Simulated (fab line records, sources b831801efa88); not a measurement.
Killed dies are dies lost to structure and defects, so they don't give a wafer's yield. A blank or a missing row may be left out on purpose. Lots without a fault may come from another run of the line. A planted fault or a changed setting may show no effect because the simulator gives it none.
A struck lot beside a sound one | flow sky130 | 14 steps out of a route of 708
Sound: wafers L932.3, L932.4, L932.6. Struck: wafers L927.1, L927.4, L927.5. The cause comes at the end.
At each step with rows: each side's tool, then ch and its chambers, then its first start. Under that, the readings that differ: sound wafers | struck wafers | difference of the means | sigmas: that difference in standard deviations of wafers without a fault.
alike: readings whose means differ by less than 2 such deviations, and words and numbers that are the same on both sides. not compared: withheld readings, readings that some wafer has no value for, bounds like >300 that may hide the same value, and numbers for which the record gives no deviation and whose values overlap.
The two part at a step that has a row with sigmas, a row that says differs or no value, or rows on one side only. Numbers that don't overlap but have no deviation are shown without sigmas and don't part them. A reading that every wafer of one side lacks parts them only if that side has two wafers or more.

first, 4 steps without rows for these wafers: SKY_DNWELL_EXPOSE_04 (exposes mask DNM, target cd 3000 nm); SKY_DNWELL_PEB_05; SKY_DNWELL_DEVELOP_06 (develop time 60 s); SKY_DNWELL_IMPLANT_07.
SKY_DNWELL_STRIP_08: strips in O2/N2.
  sound on plasma_asher-04 ch 0,1, day 6 23:30; struck on plasma_asher-03 ch 0, day 5 22:16
  reading                     | sound       | struck      | difference | sigmas
  drypump_motor_current_A (A) | 5.2 4.7 4.7 | 6.0 6.0 6.0 | +1.1       | +3
  alike: oes_product_au, strip_time_to_endpoint_s
  not compared: rf_hours_counter_h
SKY_DNWELL_TW_MEAS_09:
  sound on film_metro-04, day 6 23:35; struck on film_metro-04, day 5 22:22
  alike: DNWELL_TW
then, 6 steps without rows for these wafers: SKY_PWDE_DEHYDRATE_00 (time 60 s); SKY_PWDE_HMDS_01 (prime time 60 s); SKY_PWDE_COAT_02 (resist thk 3000 nm); SKY_PWDE_SOFTBAKE_03; SKY_PWDE_EXPOSE_04 (exposes mask PWDEM, target cd 840 nm); SKY_PWDE_PEB_05.
SKY_PWDE_DEVELOP_06: develop time 60 s.
  sound on litho_track-02 ch 0, day 7 18:00; struck on litho_track-01, day 6 16:00
  no value came back on the struck wafers for chill_plate_temp_C (C), develop_time_s (s); on the sound wafers chill_plate_temp_C (C) reads 22.81 22.97 23.05
SKY_PWDE_OVL_MEAS_07:
  sound on overlay-02, day 7 18:52; struck on overlay-02, day 6 17:01
  reading       | sound        | struck | difference                    | sigmas
  PWDE_OVL (nm) | 0.6 -0.1 0.6 | - - -  | no value on the struck wafers |

WHERE THEY PART
First at SKY_DNWELL_STRIP_08; last, within this record, at SKY_PWDE_OVL_MEAS_07.

WHY: what the simulator had put in
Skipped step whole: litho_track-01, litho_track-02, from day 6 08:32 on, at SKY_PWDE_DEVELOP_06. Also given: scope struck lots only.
